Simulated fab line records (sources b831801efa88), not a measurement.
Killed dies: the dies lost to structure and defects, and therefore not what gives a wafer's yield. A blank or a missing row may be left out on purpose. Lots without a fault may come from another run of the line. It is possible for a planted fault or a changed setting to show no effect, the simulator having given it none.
What tool caused it? ; flow sky130 ; Sampling: 12 lots, 36 wafers, 3 of 708 route steps

WHAT EACH GAUGE READ, for each wafer
SKY_LOCAL_INTERCONNECT_CD_MEAS_11: the cd target is 170 nm. Usual: cd nm at 170.3 nm, with a standard deviation of 1.6.
lot;measured;on;cd nm (nm);flag
L800;day 30 00:38;cd sem-01;170.2 168.4 168.3;
L802;day 30 17:15;cd sem-01;170.8 172.2 171.1;
L804;day 31 11:13;cd sem-01;170.0 171.2 168.7;
L806;day 32 04:13;cd sem-02;168.5 168.3 168.2;
L811;day 34 00:13;cd sem-01;169.3 168.4 170.1;
L813;day 34 17:05;cd sem-01;167.9 169.2 168.8;
L814;day 34 22:37;cd sem-01;171.3 171.6 173.3;
L817;day 35 18:43;cd sem-02;172.8 172.0 173.3;
L819;day 36 15:37;cd sem-01;170.3 169.6 168.6;
L820;day 36 15:50;cd sem-01;169.9 170.1 169.2;
L822;day 37 09:00;cd sem-02;170.0 170.3 170.9;
L823;day 37 18:26;cd sem-02;172.0 170.9 170.4;

SKY_LOCAL_INTERCONNECT_OVL_MEAS_12. Usual: for LOCAL_INTERCONNECT_OVL the level is -1 nm and the standard deviation is 5.3.
lot;measured;on;LOCAL_INTERCONNECT_OVL (nm);flag
L800;day 30 00:44;overlay-02;-2 1 -2;
L802;day 30 17:20;overlay-02;0 -3 -5;
L804;day 31 11:20;overlay-02;8 -2 1;
L806;day 32 04:20;overlay-01;9 -2 2;
L811;day 34 00:20;overlay-02;-7 -6 -5;
L813;day 34 17:11;overlay-02;-1 -5 -7;
L814;day 34 22:44;overlay-02;-1 -4 3;
L817;day 35 18:50;overlay-02;2 8 4;
L819;day 36 15:44;overlay-01;1 -5 1;
L820;day 36 15:56;overlay-01;-3 -2 -7;
L822;day 37 09:07;overlay-02;-2 3 -3;
L823;day 37 18:32;overlay-01;1 6 0;

EACH LOT AND THE TOOL THAT RAN IT (in order: tool; ch and the chambers of the sampled wafers; start)
lot;SKY_LI_CONTACT_STRIP_16
L800;plasma asher-02 ch 0,1, day 28 18:56
L802;plasma asher-02 ch 0,1, day 29 12:11
L804;plasma asher-02 ch 0,1, day 30 06:53
L806;plasma asher-01 ch 0,1, day 30 22:51
L811;plasma asher-02 ch 1, day 32 19:50
L813;plasma asher-03 ch 0,1, day 33 12:56
L814;plasma asher-02 ch 0,1, day 33 18:29
L817;plasma asher-03 ch 0,1, day 34 14:54
L819;plasma asher-02 ch 0,1, day 35 11:32
L820;plasma asher-03 ch 0,1, day 35 12:51
L822;plasma asher-01 ch 0,1, day 36 04:48
L823;plasma asher-02 ch 0,1, day 36 15:15
- SKY_LI_CONTACT_STRIP_16: strips in O2/N2.

WHAT THE TOOLS THEMSELVES READ (means of the sampled wafers that have a number; where no wafer has one, the mark that the record gives instead)
SKY_LI_CONTACT_STRIP_16. Usual: drypump motor current A 5.71 A, standard deviation 0.25; n2 flow sccm 299.8 sccm, standard deviation 0.87; oes product au 0.376 a.u., standard deviation 0.0046; strip time to endpoint s 3.49 s, standard deviation 0.032.
lot;tool;drypump motor current A (A);n2 flow sccm (sccm);oes product au (a.u.);strip time to endpoint s (s);flag
L800;plasma asher-02;5.64;299.0;0.374;3.44;
L802;plasma asher-02;5.55;300.0;0.374;3.47;
L804;plasma asher-02;5.64;299.4;0.379;3.48;
L806;plasma asher-01;5.82;300.3;0.373;3.45;
L811;plasma asher-02;5.74;300.0;0.378;3.51;
L813;plasma asher-03;5.88;300.1;0.375;3.50;
L814;plasma asher-02;5.54;299.0;0.378;3.50;
L817;plasma asher-03;5.86;300.0;0.375;3.49;
L819;plasma asher-02;5.64;299.5;0.378;3.49;
L820;plasma asher-03;5.69;299.8;0.377;3.48;
L822;plasma asher-01;5.82;300.1;0.376;3.51;
L823;plasma asher-02;5.55;299.8;0.375;3.48;

THE ANSWER, worked out from the rows above alone
Rule: a lot counts as off when the mean over its wafers that have a number is more than 3 standard deviations away from the usual mean. Also off: a lot with no number at a reading for which 4 or more lots have one. The other lots that the step has rows for count as sound. First the gauges in route order, then the tools' own readings, where a lot's mean is used as printed above. The first step at which some lot is off is used, and at that step the reading that is off furthest; a lot without a number counts as furthest.
None of the lots is off at any reading shown; this tells nothing.

WHAT THE SIMULATOR HAD PUT IN
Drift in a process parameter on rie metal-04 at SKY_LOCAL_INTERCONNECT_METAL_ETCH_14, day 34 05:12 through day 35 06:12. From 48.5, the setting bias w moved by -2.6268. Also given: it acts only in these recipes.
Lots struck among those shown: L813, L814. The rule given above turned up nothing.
